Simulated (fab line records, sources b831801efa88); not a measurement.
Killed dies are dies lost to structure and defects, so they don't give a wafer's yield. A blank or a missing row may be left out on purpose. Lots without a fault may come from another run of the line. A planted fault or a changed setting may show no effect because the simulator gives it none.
Which tool did it? | flow gf180mcu | 14 lots, 42 wafers sampled, at 3 steps of a route of 602

WHAT THE GAUGES READ, wafer by wafer
GF_HV_LDD_OVL_MEAS_08. Usual: HV_LDD_OVL 0.4 nm, standard deviation 1.5.
lot  | measured     | on         | HV_LDD_OVL (nm) | flag
L846 | day 10 01:44 | overlay-02 | -2.0 -2.9 -0.5  |
L847 | day 10 06:09 | overlay-01 | -0.8 -0.7 -3.0  |
L849 | day 11 01:11 | overlay-02 | -0.9 1.2 0.7    |
L856 | day 13 04:23 | overlay-02 | 2.1 2.4 1.7     |
L857 | day 13 14:02 | overlay-02 | 0.1 -1.5 -1.1   |
L858 | day 13 16:10 | overlay-01 | 1.6 2.1 1.0     |
L861 | day 14 16:26 | overlay-02 | 0.2 -0.2 -2.6   |
L862 | day 14 22:14 | overlay-01 | -2.4 -2.5 0.1   |
L863 | day 15 00:50 | overlay-01 | -0.9 -0.7 -1.7  |
L864 | day 15 09:44 | overlay-01 | -0.9 -1.7 1.2   |
L865 | day 15 21:47 | overlay-01 | -0.5 -1.3 -0.5  |
L866 | day 16 02:13 | overlay-02 | 1.5 0.9 1.9     |
L867 | day 16 10:11 | overlay-02 | 1.7 -1.4 0.4    |
L868 | day 16 16:29 | overlay-02 | -0.2 1.2 -0.3   |

GF_M1_CD_MEAS_14: target cd 230 nm. Usual: cd_nm 230.3 nm, standard deviation 1.3.
lot  | measured     | on        | cd_nm (nm)        | flag
L846 | day 17 02:48 | cd_sem-02 | 230.7 228.8 230.8 |
L847 | day 17 05:16 | cd_sem-02 | 230.4 231.2 231.4 |
L849 | day 18 10:22 | cd_sem-01 | 230.0 229.6 229.5 |
L856 | day 21 02:41 | cd_sem-01 | 228.4 228.4 228.8 |
L861 | day 22 17:10 | cd_sem-01 | 232.0 230.1 230.4 |
L862 | day 22 23:44 | cd_sem-01 | 230.8 230.7 230.9 |
L863 | day 23 03:13 | cd_sem-01 | 229.4 229.3 228.9 |
L864 | day 23 11:40 | cd_sem-01 | 228.9 229.3 229.5 |
L865 | day 24 00:29 | cd_sem-01 | 230.4 230.9 230.3 |
L866 | day 24 06:01 | cd_sem-01 | 231.7 232.3 230.6 |
L867 | day 24 12:40 | cd_sem-01 | 229.9 229.4 230.1 |
L868 | day 24 20:04 | cd_sem-01 | 230.7 231.3 230.4 |

WHICH TOOL RAN EACH LOT (tool, then ch and the chambers of the sampled wafers, then the start)
lot  | GF_CONTACT_SPUTTER_22
L846 | pvd_sputter-01, day 16 02:35
L847 | pvd_sputter-03, day 16 06:26
L849 | pvd_sputter-03, day 17 09:38
L856 | pvd_sputter-02, day 20 01:37
L857 | pvd_sputter-03, day 20 11:30
L858 | pvd_sputter-01, day 20 13:27
L861 | pvd_sputter-02, day 21 16:38
L862 | pvd_sputter-02, day 22 00:03
L863 | pvd_sputter-03, day 22 03:15
L864 | pvd_sputter-01, day 22 11:53
L865 | pvd_sputter-01, day 23 01:08
L866 | pvd_sputter-02, day 23 06:14
L867 | pvd_sputter-02, day 23 13:20
L868 | pvd_sputter-03, day 23 21:10
- GF_CONTACT_SPUTTER_22: material Ti, target thk 15 nm, time 80.02 s.

WHAT THE TOOLS THEMSELVES READ (means of the sampled wafers that have a number; where no wafer has one, the mark that the record gives instead)
GF_CONTACT_SPUTTER_22. Usual: cathode_dc_power_W 2500.1 W, standard deviation 0.49; chamber_pressure_pa 5.000 Pa, standard deviation 0.011; throttle_valve_pct 29.8 %, standard deviation 0.97.
lot  | tool           | cathode_dc_power_W (W) | chamber_pressure_pa (Pa) | throttle_valve_pct (%) | flag
L846 | pvd_sputter-01 | 2500.1                 | 4.999                    | 28.7                   |
L847 | pvd_sputter-03 | 2499.8                 | 5.006                    | 30.4                   |
L849 | pvd_sputter-03 | 2499.8                 | 4.992                    | 29.8                   |
L856 | pvd_sputter-02 | 2499.7                 | 5.002                    | 30.3                   |
L857 | pvd_sputter-03 | -                      | -                        | -                      | OFF
L858 | pvd_sputter-01 | -                      | -                        | -                      | OFF
L861 | pvd_sputter-02 | 2500.2                 | 5.006                    | 29.9                   |
L862 | pvd_sputter-02 | 2500.1                 | 4.991                    | 30.1                   |
L863 | pvd_sputter-03 | 2500.1                 | 5.011                    | 29.9                   |
L864 | pvd_sputter-01 | 2499.5                 | 4.999                    | 29.2                   |
L865 | pvd_sputter-01 | 2499.5                 | 5.001                    | 29.4                   |
L866 | pvd_sputter-02 | 2500.0                 | 4.999                    | 30.5                   |
L867 | pvd_sputter-02 | 2500.2                 | 5.004                    | 30.7                   |
L868 | pvd_sputter-03 | 2499.7                 | 5.009                    | 29.7                   |

THE ANSWER, worked out from the rows above alone
Rule: a lot is off if the mean of its wafers that have a number lies more than 3 standard deviations from the usual mean. A lot without any number at a reading at which 4 lots or more have one is off too. The other lots that the step has rows for count as sound. The gauges are gone through in route order, then the tools' own readings, and for those a lot's mean is taken as printed above. The first step at which some lot is off is used, and at that step the reading that is off furthest; a lot without a number counts as furthest.
Off: L857, L858, at GF_CONTACT_SPUTTER_22 (cathode_dc_power_W). Without a number there: L857, L858.
A tool fits if, at that step or a process step before it, it ran every lot that is off, and no sound lot after the first of them. None of those tried fits.

WHAT THE SIMULATOR HAD PUT IN
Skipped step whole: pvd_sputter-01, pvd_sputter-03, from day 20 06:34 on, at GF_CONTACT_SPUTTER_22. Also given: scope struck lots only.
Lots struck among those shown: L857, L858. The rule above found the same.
